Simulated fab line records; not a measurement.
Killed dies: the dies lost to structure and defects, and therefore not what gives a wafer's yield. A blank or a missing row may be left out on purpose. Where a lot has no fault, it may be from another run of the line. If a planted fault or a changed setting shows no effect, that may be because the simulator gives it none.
Matching of chambers + flow sky130 + SKY_PAD_OPEN_ETCH_07 on rie_diel-04: 4 sister chambers
The step etches the open film in CF4/O2, stops on AlCu, target depth 725 nm, time 161.1 s. 8 wafers are shown with their chamber, then 8 later ones without.

## WAFERS WITH THEIR CHAMBER
| wafer  | chamber | drypump_motor_current_A (A) | cf4_flow_sccm (sccm) |
|--------|---------|-----------------------------|----------------------|
| L079.4 | 1       | 5.8                         | 79.84                |
| L085.2 | 1       | 5.7                         | 79.96                |
| L085.3 | 2       | 5.2                         | 80.58                |
| L085.6 | 0       | 6.0                         | 79.45                |
| L088.1 | 3       | 6.1                         | 80.19                |
| L088.2 | 2       | 5.2                         | 80.12                |
| L088.4 | 0       | 6.0                         | 79.36                |
| L095.2 | 3       | 6.1                         | 79.81                |

## WAFERS MISSING THEIR CHAMBER
| wafer  | drypump_motor_current_A (A) | cf4_flow_sccm (sccm) |
|--------|-----------------------------|----------------------|
| L095.4 | 5.2                         | 80.10                |
| L095.5 | 5.2                         | 79.79                |
| L096.4 | 5.2                         | 79.94                |
| L096.5 | 5.8                         | 79.94                |
| L096.6 | 6.0                         | 79.85                |
| L097.1 | 6.1                         | 79.70                |
| L097.5 | 6.1                         | 80.08                |
| L097.6 | 5.2                         | 79.86                |

## EACH ONE'S CHAMBER
| wafer  | from the rows above     | in truth |
|--------|-------------------------|----------|
| L095.4 | 2                       | 2        |
| L095.5 | 2                       | 2        |
| L096.4 | 2                       | 2        |
| L096.5 | 1                       | 1        |
| L096.6 | can't be placed: 0 or 3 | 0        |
| L097.1 | can't be placed: 3 or 0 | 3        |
| L097.5 | 3                       | 3        |
| L097.6 | 2                       | 2        |
Correctly placed: 6 of 8. Not placeable from these rows: 2 (in 2, the candidates include the true chamber). Number placed wrongly: 0.
How it was worked out, from the rows above alone: a wafer's distance from a chamber is the root of the sum, over the readings, of the square of ((its reading less the chamber's mean) divided by the reading's scatter). The wafer belongs to the nearest chamber; if the next one is less than 2 further off, it can't be placed. The mean given for a chamber averages the wafers shown for that chamber. The scatter: the root of (the sum of the squares of (reading less its chamber's mean) over the shown wafers, divided by (wafers less chambers)).
